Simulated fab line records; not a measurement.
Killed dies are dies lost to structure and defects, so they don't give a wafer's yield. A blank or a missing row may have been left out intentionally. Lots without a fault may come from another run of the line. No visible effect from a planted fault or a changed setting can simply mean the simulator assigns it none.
Split-lot study :: flow gf180mcu :: route with 602 steps; 5 lots, 23 wafers read

== ON THE SPLIT ==
At GF_DUAL_GATE_COAT_06 (resist thk 1000 nm), the setting resist_thk_nm was moved away from the recipe's 1000 nm on 8 of the 23 wafers read, by -3.8% to +5.2%. The other wafers ran this setting at the recipe's value.

Reading taken at the split's own step.

== THE READING ==
NOVOLAK_of_DUAL_GATE_COAT_06.thk_nm (the simulator's own value, which no gauge read), in nm, at GF_DUAL_GATE_COAT_06 (resist thk 1000 nm). The file gives no usual value for it. Average 1002.3 nm, standard deviation 2.5 nm, over the 15 wafers here run with the recipe.

wafer: L074.1
tool, chamber at the split: litho_track-02, 0
resist_thk_nm as run, nm: 1036
against the recipe: +3.6%
NOVOLAK_of_DUAL_GATE_COAT_06.thk_nm, nm: 1039
against lot-mates on the recipe: +38.2

wafer: L074.2
tool, chamber at the split: litho_track-02, 0
resist_thk_nm as run, nm: 1000
against the recipe: recipe
NOVOLAK_of_DUAL_GATE_COAT_06.thk_nm, nm: 999.6
against lot-mates on the recipe: -

wafer: L074.3
tool, chamber at the split: litho_track-02, 0
resist_thk_nm as run, nm: 1000
against the recipe: recipe
NOVOLAK_of_DUAL_GATE_COAT_06.thk_nm, nm: 1002
against lot-mates on the recipe: -

wafer: L074.4
tool, chamber at the split: litho_track-02, 0
resist_thk_nm as run, nm: 1036
against the recipe: +3.6%
NOVOLAK_of_DUAL_GATE_COAT_06.thk_nm, nm: 1036
against lot-mates on the recipe: +35.2

wafer: L074.6
tool, chamber at the split: litho_track-02, 0
resist_thk_nm as run, nm: 1036
against the recipe: +3.6%
NOVOLAK_of_DUAL_GATE_COAT_06.thk_nm, nm: 1034
against lot-mates on the recipe: +33.2

wafer: L076.1
tool, chamber at the split: litho_track-04, 0
resist_thk_nm as run, nm: 1052
against the recipe: +5.2%
NOVOLAK_of_DUAL_GATE_COAT_06.thk_nm, nm: 1055
against lot-mates on the recipe: +49.5

wafer: L076.2
tool, chamber at the split: litho_track-04, 0
resist_thk_nm as run, nm: 1000
against the recipe: recipe
NOVOLAK_of_DUAL_GATE_COAT_06.thk_nm, nm: 1006
against lot-mates on the recipe: -

wafer: L076.4
tool, chamber at the split: litho_track-04, 0
resist_thk_nm as run, nm: 1000
against the recipe: recipe
NOVOLAK_of_DUAL_GATE_COAT_06.thk_nm, nm: 1005
against lot-mates on the recipe: -

wafer: L076.5
tool, chamber at the split: litho_track-04, 0
resist_thk_nm as run, nm: 1052
against the recipe: +5.2%
NOVOLAK_of_DUAL_GATE_COAT_06.thk_nm, nm: 1059
against lot-mates on the recipe: +53.5

wafer: L076.6
tool, chamber at the split: litho_track-04, 0
resist_thk_nm as run, nm: 1052
against the recipe: +5.2%
NOVOLAK_of_DUAL_GATE_COAT_06.thk_nm, nm: 1058
against lot-mates on the recipe: +52.5

wafer: L077.1
tool, chamber at the split: litho_track-01, 0
resist_thk_nm as run, nm: 1000
against the recipe: recipe
NOVOLAK_of_DUAL_GATE_COAT_06.thk_nm, nm: 1002
against lot-mates on the recipe: -

wafer: L077.5
tool, chamber at the split: litho_track-01, 0
resist_thk_nm as run, nm: 1000
against the recipe: recipe
NOVOLAK_of_DUAL_GATE_COAT_06.thk_nm, nm: 1006
against lot-mates on the recipe: -

wafer: L077.6
tool, chamber at the split: litho_track-01, 0
resist_thk_nm as run, nm: 1000
against the recipe: recipe
NOVOLAK_of_DUAL_GATE_COAT_06.thk_nm, nm: 1004
against lot-mates on the recipe: -

wafer: L078.1
tool, chamber at the split: litho_track-04, 0
resist_thk_nm as run, nm: 1000
against the recipe: recipe
NOVOLAK_of_DUAL_GATE_COAT_06.thk_nm, nm: 1005
against lot-mates on the recipe: -

wafer: L078.2
tool, chamber at the split: litho_track-04, 0
resist_thk_nm as run, nm: 1000
against the recipe: recipe
NOVOLAK_of_DUAL_GATE_COAT_06.thk_nm, nm: 1001
against lot-mates on the recipe: -

wafer: L078.4
tool, chamber at the split: litho_track-04, 0
resist_thk_nm as run, nm: 1000
against the recipe: recipe
NOVOLAK_of_DUAL_GATE_COAT_06.thk_nm, nm: 1003
against lot-mates on the recipe: -

wafer: L078.6
tool, chamber at the split: litho_track-04, 0
resist_thk_nm as run, nm: 1000
against the recipe: recipe
NOVOLAK_of_DUAL_GATE_COAT_06.thk_nm, nm: 1003
against lot-mates on the recipe: -

wafer: L078.5
tool, chamber at the split: litho_track-04, 0
resist_thk_nm as run, nm: 1000
against the recipe: recipe
NOVOLAK_of_DUAL_GATE_COAT_06.thk_nm, nm: 1002
against lot-mates on the recipe: -

wafer: L080.2
tool, chamber at the split: litho_track-01, 0
resist_thk_nm as run, nm: 1000
against the recipe: recipe
NOVOLAK_of_DUAL_GATE_COAT_06.thk_nm, nm: 998.9
against lot-mates on the recipe: -

wafer: L080.3
tool, chamber at the split: litho_track-01, 0
resist_thk_nm as run, nm: 962.3
against the recipe: -3.8%
NOVOLAK_of_DUAL_GATE_COAT_06.thk_nm, nm: 961.7
against lot-mates on the recipe: -37.1

wafer: L080.4
tool, chamber at the split: litho_track-01, 0
resist_thk_nm as run, nm: 1000
against the recipe: recipe
NOVOLAK_of_DUAL_GATE_COAT_06.thk_nm, nm: 998.7
against lot-mates on the recipe: -

wafer: L080.5
tool, chamber at the split: litho_track-01, 0
resist_thk_nm as run, nm: 1000
against the recipe: recipe
NOVOLAK_of_DUAL_GATE_COAT_06.thk_nm, nm: 998.8
against lot-mates on the recipe: -

wafer: L080.6
tool, chamber at the split: litho_track-01, 0
resist_thk_nm as run, nm: 962.3
against the recipe: -3.8%
NOVOLAK_of_DUAL_GATE_COAT_06.thk_nm, nm: 964.2
against lot-mates on the recipe: -34.6

THE FIT
A straight line over all 23 wafers: NOVOLAK_of_DUAL_GATE_COAT_06.thk_nm changes by +10.3 nm for each +1% of resist_thk_nm; r = +0.99; the points scatter about the line by 2.7 nm.
The same after taking each lot's own level away (the mean of its wafers on the recipe; 23 wafers): +9.83 nm for each +1%; r = +1.00; scatter 1.5 nm.
That fit puts the effect of the largest move of resist_thk_nm on the reading at 51 nm.
Across the lots, their own levels run from 998.80 to 1005.50 nm, a range of 2.7 times the standard deviation given above.
Consequently the slope shifts little with the lot-to-lot level, the two slopes agreeing.
Check: +51.7 nm against its lot-mates is what the line predicts for one of the wafers moved furthest among these (+5.2%) when that wafer is left out of the fit. Against them it came out at +49.5 nm.

== THESE WAFERS: OTHER SPLITS ==
Note: prior to the reading, these wafers also went through further splits. Each is held against what the fit with the lots' levels taken away leaves over:
other split on the same wafers: GF_VT_IMPLANT_STRIP_31 pressure_mtorr
wafers away from the commonest value: 15
r with NOVOLAK_of_DUAL_GATE_COAT_06.thk_nm (lot level and that fit taken away): -0.06

other split on the same wafers: GF_DUAL_GATE_OXIDATION_02 ox_time_s
wafers away from the commonest value: 18
r with NOVOLAK_of_DUAL_GATE_COAT_06.thk_nm (lot level and that fit taken away): -0.05

== THE WHOLE CHAIN: every reading that the file lists as answering this split, in the file's order ==
step: GF_DUAL_GATE_COAT_06
what it does: resist thk 1000 nm
reading: NOVOLAK_of_DUAL_GATE_COAT_06.thk_nm (the simulator's own value, which no gauge read)
change (the file's fit): +9.81 nm for each +1% of the setting
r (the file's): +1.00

step: GF_DUAL_GATE_STRIP_13
what it does: strips in O2/N2
reading: strip_time_to_endpoint_s
change (the file's fit): withheld for each +1% of the setting
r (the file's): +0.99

== FILE'S OWN FIT ==
NOVOLAK_of_DUAL_GATE_COAT_06.thk_nm changes by +9.81 nm for each +1% of resist_thk_nm, r = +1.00.
